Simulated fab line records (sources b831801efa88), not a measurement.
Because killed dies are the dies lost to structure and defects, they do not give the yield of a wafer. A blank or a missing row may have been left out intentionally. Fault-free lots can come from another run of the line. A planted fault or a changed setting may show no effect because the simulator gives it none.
A struck lot beside a sound one | flow sfq_line | 42 steps out of a route of 325
Sound: these wafers, L883.2, L883.4, L883.6. Wafers L885.1, L885.5, L885.6 were the ones struck. The cause is named last.
Order at every step that has rows: each side's tool, ch and its chambers, its first start. Under that, the readings that differ: sound wafers | struck wafers | difference of the means | sigmas: that difference in standard deviations of wafers without a fault.
alike: readings with means less than 2 such deviations apart, plus words and numbers identical on both sides. not compared: withheld readings, readings lacking a value on some wafer, bounds such as >300 that could conceal the same value, and numbers that have no deviation in the record and whose values overlap.
A row with sigmas, a row that says differs or no value, or rows on one side alone: a step with any of these is where the two part. Non-overlapping numbers with no deviation appear without sigmas and do not part them. A reading missing from all wafers of one side parts the sides only when that side holds two or more wafers.

first, 6 steps without rows for these wafers: SFQ_TRILAYER_M3_LITHO_COAT_080 (resist thk 62 nm); SFQ_TRILAYER_M3_LITHO_COAT_075 (resist thk 600 nm); SFQ_TRILAYER_M3_LITHO_SOFTBAKE_079; SFQ_TRILAYER_M3_LITHO_EXPOSE_076 (exposes mask M3, target cd 500 nm); SFQ_TRILAYER_M3_LITHO_PEB_078 (peb time 60 s); SFQ_TRILAYER_M3_LITHO_DEVELOP_077 (time 60 s).
SFQ_M3_OVL_MEAS_921:
  sound: overlay-01 at day 28 21:12; struck: overlay-01 at day 32 14:25
  alike: M3_OVL
SFQ_TRILAYER_M3_BARC_OPEN_METAL_ETCH_100: etches BARC in O2, target depth 125 nm, time 41.7 s.
  sound on rie_metal-02 ch 0,1, day 28 21:14; struck on rie_metal-03 ch 0,1, day 32 14:28
  alike: drypump_motor_current_A, oes_product_au
  not compared: rf_hours_counter_h
then, 3 steps without rows for these wafers: SFQ_TRILAYER_M3_ETCH_METAL_ETCH_078 (etches Nb in Cl2/Ar, stops on SiO2, target depth 240 nm, time 120 s); SFQ_TRILAYER_M3_STRIP_STRIP_079 (strips in O2); SFQ_TRILAYER_M3_STRIP_SOLV_CLEAN_080 (cleans in NMP, time 600 s).
SFQ_TRILAYER_I3_DEP_PECVD_081: deposits SiO2 from SiH4/N2O, time 111.11 s, target thk 500 nm.
  sound on pecvd-04 ch 0,2, day 28 22:11; struck on pecvd-02 ch 0,2, day 32 15:25
  alike: heater_power_w, throttle_valve_pct
SFQ_TRILAYER_I3_CMP_CMP_082: polishes SiO2.
  sound on cmp-01 ch 1,3, day 29 00:14; struck on cmp-01 ch 1,2,3, day 32 16:50
  no value came back on the struck wafers for any of 5 readings (edge_zone_pressure_frac, head_pressure_psi (psi) and others); on the sound wafers edge_zone_pressure_frac reads 1.000 0.993 1.006
  reading                                             | sound             | struck          | difference | sigmas
  model.SiO2_of_TRILAYER_I3_DEP_PECVD_081.thk_nm (nm) | 200.5 200.9 200.3 | 500 510.6 505.5 | +305       |
SFQ_I3_BOW_MEAS_922:
  sound: film_metro-03 at day 29 02:46; struck: film_metro-04 at day 32 18:50
  alike: I3_BOW
SFQ_TRILAYER_I3_METRO_MEASURE_083:
  sound: film_metro-03 at day 29 03:04; struck: film_metro-04 at day 32 18:58
  reading     | sound             | struck            | difference | sigmas
  thk_nm (nm) | 200.4 200.9 200.3 | 500.0 510.5 505.4 | +304.8     | +99 or more
then, 6 steps without rows for these wafers: SFQ_TRILAYER_I3_VIA_LITHO_COAT_090 (resist thk 62 nm); SFQ_TRILAYER_I3_VIA_LITHO_COAT_085 (resist thk 650 nm); SFQ_TRILAYER_I3_VIA_LITHO_SOFTBAKE_089; SFQ_TRILAYER_I3_VIA_LITHO_EXPOSE_086 (exposes mask I3, target cd 500 nm); SFQ_TRILAYER_I3_VIA_LITHO_PEB_088 (peb time 60 s); SFQ_TRILAYER_I3_VIA_LITHO_DEVELOP_087 (time 60 s).
-- the record jumps here: 5 days lie between the struck wafers' starts before and after --
SFQ_I3_OVL_MEAS_923:
  sound: overlay-02 at day 35 07:59; struck: overlay-01 at day 38 06:19
  alike: I3_OVL
SFQ_TRILAYER_I3_VIA_BARC_OPEN_VIA_ETCH_121: etches BARC in O2, target depth 125 nm, time 41.7 s.
  sound on rie_diel-03 ch 0,2,3, day 35 08:01; struck on rie_diel-03 ch 0,3, day 38 06:20
  alike: drypump_motor_current_A, oes_product_au
  not compared: rf_hours_counter_h
SFQ_TRILAYER_I3_VIA_ETCH_VIA_ETCH_088: etches SiO2 in CHF3, stops on Nb, target depth 260 nm.
  sound on rie_diel-03 ch 0,2,3, day 35 08:04; struck on rie_diel-03 ch 0,3, day 38 06:23
  reading                        | sound             | struck            | difference | sigmas
  oes_product_au (a.u.)          | 0.862 0.859 0.852 | 1.614 1.624 1.610 | +0.758     | +99 or more
  model.etch.depth_nm (nm)       | 200.5 200.9 200.3 | 257.8 260.8 258.5 | +58.5      |
  model.I3.feature_depth_nm (nm) | 200.5 200.9 200.3 | 257.8 260.8 258.5 | +58.5      |
  alike: drypump_motor_current_A
then, 2 steps without rows for these wafers: SFQ_TRILAYER_I3_VIA_STRIP_STRIP_089 (strips in O2); SFQ_TRILAYER_I3_VIA_STRIP_SOLV_CLEAN_090 (cleans in NMP, time 600 s).
SFQ_TRILAYER_M4_DEP_PRE_CLEAN_092: time 22.5 s.
  sound: pvd_sputter-04 at day 35 08:57; struck: pvd_sputter-04 at day 38 07:16
  reading                                             | sound           | struck          | difference | sigmas
  model.SiO2_of_TRILAYER_I3_DEP_PECVD_081.thk_nm (nm) | 193 193.4 192.8 | 492.5 503.1 498 | +304.8     |
SFQ_TRILAYER_M4_DEP_SPUTTER_091: material Nb, target thk 200 nm, time 133.3 s.
  sound: pvd_sputter-04 at day 35 08:59; struck: pvd_sputter-04 at day 38 07:18
  alike: substrate_temp_c, throttle_valve_pct
SFQ_M4_RS_MEAS_924: a four-point-probe measurement.
  sound: film_metro-04 at day 35 09:32; struck: film_metro-02 at day 38 07:23
  alike: M4_NB_RS
then, 6 steps without rows for these wafers: SFQ_TRILAYER_M4_LITHO_COAT_098 (resist thk 62 nm); SFQ_TRILAYER_M4_LITHO_COAT_093 (resist thk 600 nm); SFQ_TRILAYER_M4_LITHO_SOFTBAKE_097; SFQ_TRILAYER_M4_LITHO_EXPOSE_094 (exposes mask M4, target cd 500 nm); SFQ_TRILAYER_M4_LITHO_PEB_096 (peb time 60 s); SFQ_TRILAYER_M4_LITHO_DEVELOP_095 (time 60 s).
-- the record jumps here: 6 days lie between the struck wafers' starts before and after --
SFQ_M4_OVL_MEAS_926:
  sound: overlay-01 at day 40 18:23; struck: overlay-02 at day 44 00:46
  alike: M4_OVL
then, 4 steps without rows for these wafers: SFQ_TRILAYER_M4_BARC_OPEN_METAL_ETCH_123 (etches BARC in O2, target depth 125 nm, time 41.7 s); SFQ_TRILAYER_M4_ETCH_METAL_ETCH_096 (etches Nb in Cl2/Ar, stops on SiO2, target depth 240 nm, time 120 s); SFQ_TRILAYER_M4_STRIP_STRIP_097 (strips in O2); SFQ_TRILAYER_M4_STRIP_SOLV_CLEAN_098 (cleans in NMP, time 600 s).
SFQ_TRILAYER_I4_DEP_PECVD_099: deposits SiO2 from SiH4/N2O, time 111.11 s, target thk 500 nm.
  sound on pecvd-01 ch 0,1,2, day 40 19:23; struck on pecvd-02 ch 0,1,2, day 44 02:32
  alike: heater_power_w, throttle_valve_pct
-- the record jumps here: 43 days lie between the struck wafers' starts before and after --
SFQ_M8_BOW_MEAS_951:
  sound: film_metro-03 at day 86 09:48; struck: film_metro-03 at day 86 16:59
  reading                 | sound            | struck            | difference | sigmas
  model.etest.i3.link_ohm | 1.954 1.98 1.965 | 1e+06 1e+06 1e+06 | +1e+06     |
  alike: M8_BOW

== WHERE THEY PART ==
At SFQ_TRILAYER_I3_CMP_CMP_082 first; at SFQ_TRILAYER_I3_VIA_ETCH_VIA_ETCH_088 last (within this record only). Later steps at which nothing parts them and some readings are alike: SFQ_TRILAYER_M4_DEP_SPUTTER_091, SFQ_M4_RS_MEAS_924, SFQ_M4_OVL_MEAS_926, SFQ_TRILAYER_I4_DEP_PECVD_099, SFQ_M8_BOW_MEAS_951.

WHY: whatever the simulator had introduced
At SFQ_TRILAYER_I3_CMP_CMP_082, the step was skipped entirely on cmp-01 from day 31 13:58 on. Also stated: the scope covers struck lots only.
